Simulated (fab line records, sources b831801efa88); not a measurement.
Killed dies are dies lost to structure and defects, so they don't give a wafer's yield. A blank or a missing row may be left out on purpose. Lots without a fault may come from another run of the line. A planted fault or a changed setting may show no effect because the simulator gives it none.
Which tool did it? | flow sky130 | 11 lots, 33 wafers sampled, at 4 steps of a route of 708

WHAT THE GAUGES READ, wafer by wafer
SKY_SD_N_RS_MEAS_16: measures by four-point-probe.
lot  | measured     | on            | SD_N_RS (ohm/sq)
L962 | day 28 10:04 | film_metro-02 | 68.75 68.66 68.54
L964 | day 29 14:02 | film_metro-03 | 68.46 68.51 68.48
L963 | day 29 18:47 | film_metro-03 | 68.33 68.49 68.44
L966 | day 30 12:56 | film_metro-04 | 68.67 68.81 68.70
L967 | day 30 16:11 | film_metro-02 | 68.78 68.68 68.67
L968 | day 31 02:07 | film_metro-02 | 68.53 68.55 68.49
L974 | day 32 12:44 | film_metro-02 | 66.38 66.32 66.50 66.50 66.50 66.50
L975 | day 32 23:41 | film_metro-03 | 66.34 66.32 66.33 66.22 66.35 66.26
L976 | day 33 00:52 | film_metro-02 | 66.49 66.34 66.45 66.47 66.35 66.43
L982 | day 35 18:52 | film_metro-04 | 68.69 68.48 68.51
L983 | day 35 22:35 | film_metro-04 | 68.45 68.53 68.66

WHICH TOOL RAN EACH LOT (tool, then ch and the chambers of the sampled wafers, then the start)
lot  | SKY_LDD_HVP_STRIP_09                 | SKY_LDD_LDN_STRIP_12                 | SKY_SD_N_IMPLANT_10
L962 | plasma_asher-02 ch 1, day 22 04:17   | plasma_asher-01 ch 0, day 23 10:22   | implanter-04 ch 0, day 28 09:32
L964 | plasma_asher-03 ch 0,1, day 23 10:56 | plasma_asher-04 ch 0,1, day 24 16:16 | implanter-01 ch 0, day 29 13:28
L963 | plasma_asher-01 ch 0,1, day 23 14:04 | plasma_asher-01 ch 1, day 24 18:59   | implanter-01 ch 0, day 29 18:14
L966 | plasma_asher-02 ch 0,1, day 24 09:20 | plasma_asher-04 ch 0,1, day 25 15:35 | implanter-02 ch 0, day 30 12:25
L967 | plasma_asher-02 ch 0,1, day 24 11:03 | plasma_asher-04 ch 0,1, day 25 17:05 | implanter-04 ch 0, day 30 15:40
L968 | plasma_asher-02 ch 0,1, day 24 20:48 | plasma_asher-02 ch 0,1, day 26 03:27 | implanter-02 ch 0, day 31 01:34
L974 | plasma_asher-02 ch 0,1, day 26 11:45 | plasma_asher-02 ch 0,1, day 27 17:24 | implanter-01 ch 0, day 32 12:13
L975 | plasma_asher-03 ch 0,1, day 26 22:34 | plasma_asher-01 ch 0,1, day 28 04:23 | implanter-01 ch 0, day 32 23:10
L976 | plasma_asher-03 ch 0,1, day 27 01:31 | plasma_asher-01 ch 0,1, day 28 06:29 | implanter-01 ch 0, day 33 00:20
L982 | plasma_asher-02 ch 0, day 29 23:17   | plasma_asher-02 ch 0, day 31 03:33   | implanter-02 ch 0, day 35 18:20
L983 | plasma_asher-02 ch 0,1, day 30 01:15 | plasma_asher-01 ch 0,1, day 31 06:28 | implanter-04 ch 0, day 35 22:04
- SKY_LDD_HVP_STRIP_09: strips in O2/N2.
- SKY_LDD_LDN_STRIP_12: strips in O2/N2.
- SKY_SD_N_IMPLANT_10

WHAT THE TOOLS THEMSELVES READ (means of the sampled wafers that have a number; where no wafer has one, the mark that the record gives instead)
SKY_LDD_HVP_STRIP_09.
lot  | tool            | drypump_motor_current_A (A) | o2_flow_sccm (sccm) | oes_product_au (a.u.) | strip_time_to_endpoint_s (s)
L962 | plasma_asher-02 | 5.6                         | 3000                | 0.406                 | 4.132
L964 | plasma_asher-03 | 5.9                         | 3005                | 0.408                 | 4.125
L963 | plasma_asher-01 | 5.6                         | 3014                | 0.410                 | 4.124
L966 | plasma_asher-02 | 5.8                         | 3009                | 0.407                 | 4.150
L967 | plasma_asher-02 | 5.7                         | 2996                | 0.411                 | 4.140
L968 | plasma_asher-02 | 5.8                         | 3013                | 0.403                 | 4.115
L974 | plasma_asher-02 | 5.8                         | 3007                | 0.407                 | 4.130
L975 | plasma_asher-03 | 5.9                         | 3007                | 0.409                 | 4.146
L976 | plasma_asher-03 | 6.1                         | 2995                | 0.406                 | 4.128
L982 | plasma_asher-02 | 5.9                         | 2998                | 0.409                 | 4.130
L983 | plasma_asher-02 | 5.7                         | 3002                | 0.407                 | 4.119

SKY_LDD_LDN_STRIP_12.
lot  | tool            | drypump_motor_current_A (A) | o2_flow_sccm (sccm) | oes_product_au (a.u.) | strip_time_to_endpoint_s (s)
L962 | plasma_asher-01 | 5.3                         | 3002                | 0.714                 | 14.21
L964 | plasma_asher-04 | 6.2                         | 3003                | 0.715                 | 14.20
L963 | plasma_asher-01 | 6.3                         | 3009                | 0.712                 | 14.26
L966 | plasma_asher-04 | 6.2                         | 2995                | 0.712                 | 14.18
L967 | plasma_asher-04 | 6.2                         | 2996                | 0.713                 | 14.23
L968 | plasma_asher-02 | 5.8                         | 2998                | 0.711                 | 14.11
L974 | plasma_asher-02 | 5.7                         | 2998                | 0.716                 | 14.25
L975 | plasma_asher-01 | 5.6                         | 3004                | 0.722                 | 14.15
L976 | plasma_asher-01 | 5.6                         | 2998                | 0.720                 | 14.22
L982 | plasma_asher-02 | 5.9                         | 2992                | 0.712                 | 14.15
L983 | plasma_asher-01 | 5.9                         | 2998                | 0.717                 | 14.18

SKY_SD_N_IMPLANT_10.
lot  | tool         | beam_on_s (s) | dose_ions_cm2
L962 | implanter-04 | 10.62         | 1.0001e+14
L964 | implanter-01 | 10.77         | 1.0006e+14
L963 | implanter-01 | 10.74         | 1.0012e+14
L966 | implanter-02 | 10.44         | 9.9913e+13
L967 | implanter-04 | 10.47         | 1.0015e+14
L968 | implanter-02 | 10.43         | 9.9860e+13
L974 | implanter-01 | 20.02         | 1.8540e+14
L975 | implanter-01 | 20.77         | 1.8546e+14
L976 | implanter-01 | 20.44         | 1.8561e+14
L982 | implanter-02 | 10.40         | 1.0011e+14
L983 | implanter-04 | 10.69         | 9.9973e+13

THE ANSWER, worked out from the rows above alone
Rule: what is usual is taken from the lots themselves. Put in order of their means at a reading, lots are off if they are a third of the lots or fewer, leave a main group of 4 or more, and stand apart from it by a gap of 3 or more times the standard deviation of the main group's means; of several such gaps the widest counts. A main group whose means are all the same, to the digits that the tables above print for the reading, isn't used. A lot without any number at a reading at which 4 lots or more have one is off too. The other lots that the step has rows for count as sound. The gauges are gone through in route order, then the tools' own readings, and for those a lot's mean is taken as printed above. The first step at which some lot is off is used, and at that step the reading that is off furthest; a lot without a number counts as furthest.
Off: L974, L975, L976, at SKY_SD_N_RS_MEAS_16 (SD_N_RS). The main group: mean 68.58 ohm/sq, standard deviation 0.1.
A tool fits if, at a process step before that reading, it ran every lot that is off, and no sound lot after the first of them. The gauges at SKY_SD_N_RS_MEAS_16 aren't tried: what is off there is off at SKY_SD_N_IMPLANT_10 too, on other tools, and a gauge's error can't cause that. One fits: implanter-01 at SKY_SD_N_IMPLANT_10. Its last sound lot is L963 (day 29 18:14), its first lot that is off L974 (day 32 12:13): a fault that began between those two fits.
The tool's own readings at SKY_SD_N_IMPLANT_10 bear it out: on the lots that are off they differ by more than 5 times the standard deviation of the sound lots' means. beam_on_s reads 20.41 s there against 10.57 s on the sound lots; dose_ions_cm2 reads 1.8549e+14 there against 1.0002e+14 on the sound lots.

WHAT THE SIMULATOR HAD PUT IN
Process parameter drift: implanter-01, from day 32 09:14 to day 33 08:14, at SKY_SD_N_IMPLANT_10. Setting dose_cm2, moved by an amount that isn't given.
Lots struck among those shown: L974, L975, L976. The rule above found the same.
